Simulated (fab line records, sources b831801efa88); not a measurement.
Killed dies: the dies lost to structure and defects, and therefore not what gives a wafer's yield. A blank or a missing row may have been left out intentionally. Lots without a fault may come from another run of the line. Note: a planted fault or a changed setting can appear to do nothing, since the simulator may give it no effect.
Which of the tools did it? + flow sky130 + 36 wafers from 12 lots sampled at 4 of the route's 708 steps

## WHAT THE GAUGES READ, wafer by wafer
SKY_LDD_HVN_OVL_MEAS_07.
| lot  | measured     | on         | LDD_HVN_OVL (nm) |
|------|--------------|------------|------------------|
| L896 | day 20 15:59 | overlay-01 | -0.4 -2.0 -0.6   |
| L897 | day 21 06:28 | overlay-02 | -2.7 -0.2 -1.9   |
| L903 | day 23 12:14 | overlay-01 | -0.8 0.6 1.0     |
| L905 | day 24 12:33 | overlay-02 | 1.6 -0.8 0.8     |
| L906 | day 24 14:58 | overlay-01 | -2.5 -0.9 -1.0   |
| L907 | day 25 00:11 | overlay-02 | -1.7 1.3 0.4     |
| L909 | day 25 17:14 | overlay-01 | -3.6 -3.1 -4.2   |
| L912 | day 26 14:05 | overlay-01 | -0.8 -1.4 2.3    |
| L913 | day 27 00:56 | overlay-01 | -3.2 -1.2 -3.4   |
| L915 | day 27 11:43 | overlay-01 | -1.6 -2.4 0.1    |
| L916 | day 27 16:27 | overlay-01 | -0.4 0.0 -2.8    |
| L918 | day 28 09:35 | overlay-01 | -2.6 -2.3 -1.8   |

SKY_LDD_HVP_TW_MEAS_10.
| lot  | measured     | on            | LDD_HVP_TW  |
|------|--------------|---------------|-------------|
| L896 | day 21 22:42 | film metro-03 | 456 458 457 |
| L897 | day 22 13:56 | film metro-04 | 460 460 461 |
| L903 | day 24 17:53 | film metro-02 | 447 449 444 |
| L905 | day 25 18:29 | film metro-02 | 402 402 403 |
| L906 | day 25 20:11 | film metro-04 | 413 413 415 |
| L907 | day 26 05:25 | film metro-04 | 411 411 412 |
| L909 | day 26 22:17 | film metro-04 | 460 462 461 |
| L912 | day 27 19:09 | film metro-04 | 460 463 462 |
| L913 | day 28 05:20 | film metro-04 | 462 457 462 |
| L915 | day 28 16:04 | film metro-04 | 459 460 462 |
| L916 | day 28 20:53 | film metro-02 | 448 450 447 |
| L918 | day 29 13:49 | film metro-03 | 456 455 455 |

## EACH LOT AND THE TOOL THAT RAN IT (in order: tool; ch and the chambers of the sampled wafers; start)
| lot  | SKY_GATE_OXIDE_STRIP_13              | SKY_LDD_HVP_IMPLANT_08          |
|------|--------------------------------------|---------------------------------|
| L896 | plasma asher-01 ch 0,1, day 14 04:49 | implanter-01 ch 0, day 21 22:28 |
| L897 | plasma asher-04 ch 0,1, day 14 19:00 | implanter-04 ch 0, day 22 13:41 |
| L903 | plasma asher-04 ch 0,1, day 16 14:22 | implanter-02 ch 0, day 24 17:38 |
| L905 | plasma asher-04 ch 0,1, day 17 20:36 | implanter-02 ch 0, day 25 18:16 |
| L906 | plasma asher-03 ch 0,1, day 18 00:46 | implanter-02 ch 0, day 25 19:56 |
| L907 | plasma asher-03 ch 0,1, day 18 09:16 | implanter-02 ch 0, day 26 05:13 |
| L909 | plasma asher-03 ch 0,1, day 18 21:49 | implanter-01 ch 0, day 26 22:02 |
| L912 | plasma asher-04 ch 0,1, day 19 23:53 | implanter-04 ch 0, day 27 18:55 |
| L913 | plasma asher-03 ch 0,1, day 20 09:07 | implanter-04 ch 0, day 28 05:07 |
| L915 | plasma asher-03 ch 0,1, day 20 19:10 | implanter-01 ch 0, day 28 15:49 |
| L916 | plasma asher-01 ch 0,1, day 21 03:02 | implanter-01 ch 0, day 28 20:40 |
| L918 | plasma asher-01 ch 0, day 21 20:59   | implanter-01 ch 0, day 29 13:34 |
- SKY_GATE_OXIDE_STRIP_13: strips in O2/N2.
- SKY_LDD_HVP_IMPLANT_08

## AS READ BY THE TOOLS THEMSELVES (means over the sampled wafers that have a number; for cases with no such wafer, the mark the record gives instead)
SKY_GATE_OXIDE_STRIP_13.
| lot  | tool            | drypump motor current A (A) | oes product au (a.u.) | strip time to endpoint s (s) |
|------|-----------------|-----------------------------|-----------------------|------------------------------|
| L896 | plasma asher-01 | 5.6                         | 0.715                 | 14.21                        |
| L897 | plasma asher-04 | 5.3                         | 0.713                 | 14.13                        |
| L903 | plasma asher-04 | 5.3                         | 0.715                 | 14.25                        |
| L905 | plasma asher-04 | 5.6                         | 0.718                 | 14.23                        |
| L906 | plasma asher-03 | 5.3                         | 0.714                 | 14.14                        |
| L907 | plasma asher-03 | 5.6                         | 0.720                 | 14.17                        |
| L909 | plasma asher-03 | 5.3                         | 0.717                 | 14.19                        |
| L912 | plasma asher-04 | 5.7                         | 0.717                 | 14.20                        |
| L913 | plasma asher-03 | 5.6                         | 0.715                 | 14.22                        |
| L915 | plasma asher-03 | 5.3                         | 0.721                 | 14.19                        |
| L916 | plasma asher-01 | 5.7                         | 0.707                 | 14.18                        |
| L918 | plasma asher-01 | 5.7                         | 0.715                 | 14.17                        |

SKY_LDD_HVP_IMPLANT_08.
| lot  | tool         | tilt deg (degrees) |
|------|--------------|--------------------|
| L896 | implanter-01 | 17.910             |
| L897 | implanter-04 | 17.927             |
| L903 | implanter-02 | 17.879             |
| L905 | implanter-02 | -0.010             |
| L906 | implanter-02 | 0.029              |
| L907 | implanter-02 | 0.004              |
| L909 | implanter-01 | 17.884             |
| L912 | implanter-04 | 17.905             |
| L913 | implanter-04 | 17.887             |
| L915 | implanter-01 | 17.927             |
| L916 | implanter-01 | 17.872             |
| L918 | implanter-01 | 17.931             |

## THE ANSWER, worked out from the rows above alone
Rule: usual is defined by the lots themselves. The widest of any qualifying gaps counts: lots, ordered by their means at a reading, are off when they make up no more than a third of the lots, leave a main group of 4 or more, and stand apart from it by 3 or more times the standard deviation of that group's means. Not used: any main group whose means are identical at the precision the tables above print for the reading. A lot without any number at a reading at which 4 lots or more have one is off too. All remaining lots with rows at the step are treated as sound. First the gauges in route order, then the tools' own readings, where a lot's mean is used as printed above. The first step at which some lot is off is used, and at that step the reading that is off furthest; a lot without a number counts as furthest.
Off: L905, L906, L907, seen at SKY_LDD_HVP_TW_MEAS_10 (LDD_HVP_TW). Main group: mean 457, sd 5.3.
A tool fits if, at a process step before that reading, it ran every lot that is off, and no sound lot after the first of them. The gauges at SKY_LDD_HVP_TW_MEAS_10 aren't tried: what is off there is off at SKY_LDD_HVP_IMPLANT_08 too, on other tools, and a gauge's error can't cause that. One fits: implanter-02 at SKY_LDD_HVP_IMPLANT_08. A fault onset in the window from L903 (day 24 17:38, its last sound lot) to L905 (day 25 18:16, its first lot off) fits.
The tool's own readings at SKY_LDD_HVP_IMPLANT_08 bear it out: on the lots that are off they differ by more than 5 times the standard deviation of the sound lots' means. tilt deg reads 0.008 degrees there against 17.902 degrees on the sound lots.

## WHAT HAD BEEN PUT IN BY THE SIMULATOR
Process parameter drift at SKY_LDD_HVP_IMPLANT_08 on implanter-02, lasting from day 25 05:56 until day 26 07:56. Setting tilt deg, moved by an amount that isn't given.
Struck lots among those shown: L905, L906, L907. The rule above reached the same finding.
